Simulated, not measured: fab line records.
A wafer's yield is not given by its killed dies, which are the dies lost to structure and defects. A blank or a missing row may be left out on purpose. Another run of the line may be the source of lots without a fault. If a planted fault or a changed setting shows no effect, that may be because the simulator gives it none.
One fault through the eyes of 2 desks	flow sky130	each desk holds nothing but its own numbers, with what lay behind them at the end

METROLOGY DESK
What the gauges read, lot by lot, whatever tool the lot ran on: means of the sampled wafers that have a number. If a lot's mean is further than 4 standard deviations from the usual mean, the lot is out of limits and carries the mark OUT (the distance appears in the brackets).
Columns: A = POLY_CUT_OVL at SKY_POLY_CUT_OVL_MEAS_09, usual 0 nm; B = cd-nm at SKY_SD_P_CD_MEAS_07, usual 380.8 nm
lot	first seen here	A	B
L506	day 24 04:52	-1	378.8
L507	day 24 10:41	-0	379.5
L508	day 24 23:42	3	380.1
L509	day 25 07:23	-4	380.4
L510	day 25 18:04	-4	381.8
L513	day 27 03:12	-0	379.8
L515	day 27 06:38	-4	385.1
L520	day 28 21:53	-3	379.0
L524	day 30 23:55	3	382.8
L523	day 31 01:02	-0	380.7
L525	day 31 01:24	2	381.9
L528	day 31 13:57	-2	376.5
This desk's finding: nothing out of limits on any of the 12 lots.

TOOL OWNER'S DESK, iline-stepper-01
The tool's own readings at SKY_RES_XHIGH_EXPOSE_04 (exposes mask URPM, target cd 1270 nm): means of the sampled wafers that have a number, for each lot that ran on this tool. If a lot's mean is further than 4 standard deviations from the usual mean, the lot is out of limits and carries the mark OUT (the distance appears in the brackets).
Columns: A = exposure-dose-mJ-cm2 at SKY_RES_XHIGH_EXPOSE_04, usual 140.04; B = focus-offset-nm at SKY_RES_XHIGH_EXPOSE_04, usual 0.0 nm; C = reticle-temp-C at SKY_RES_XHIGH_EXPOSE_04, usual 22.99 C
lot	first seen here	A	B	C
L507	day 26 06:47	140.06	1.0	22.99
L510	day 27 13:41	140.27	-0.4	23.00
L513	day 28 20:16	122.23 (-99 or more) OUT	-0.1	22.95
L515	day 28 23:42	122.40 (-99 or more) OUT	-0.3	23.04
This desk's verdict: out of limits on L513, L515, starting with L513 at day 28 20:16 (exposure-dose-mJ-cm2 at SKY_RES_XHIGH_EXPOSE_04). Within limits: L507, L510.

BROUGHT TOGETHER
The tool owner's desk could have raised an alarm at day 28 20:16, on L513, L515.
Nothing out of limits was seen by the metrology desk.
The metrology desk has L513, L515 on record, within its limits.
SKY_RES_XHIGH_EXPOSE_04 was run on iline-stepper-01 by each of the lots named.

WHAT THE SIMULATOR PUT IN
Process parameters drifting: iline-stepper-01 at SKY_RES_XHIGH_EXPOSE_04, beginning at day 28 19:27. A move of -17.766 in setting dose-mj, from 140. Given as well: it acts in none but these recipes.
Lots struck among those shown: L513, L515.
Time in hours from fault onset to the first out-of-limits reading at each desk: the tool owner's desk, 1.
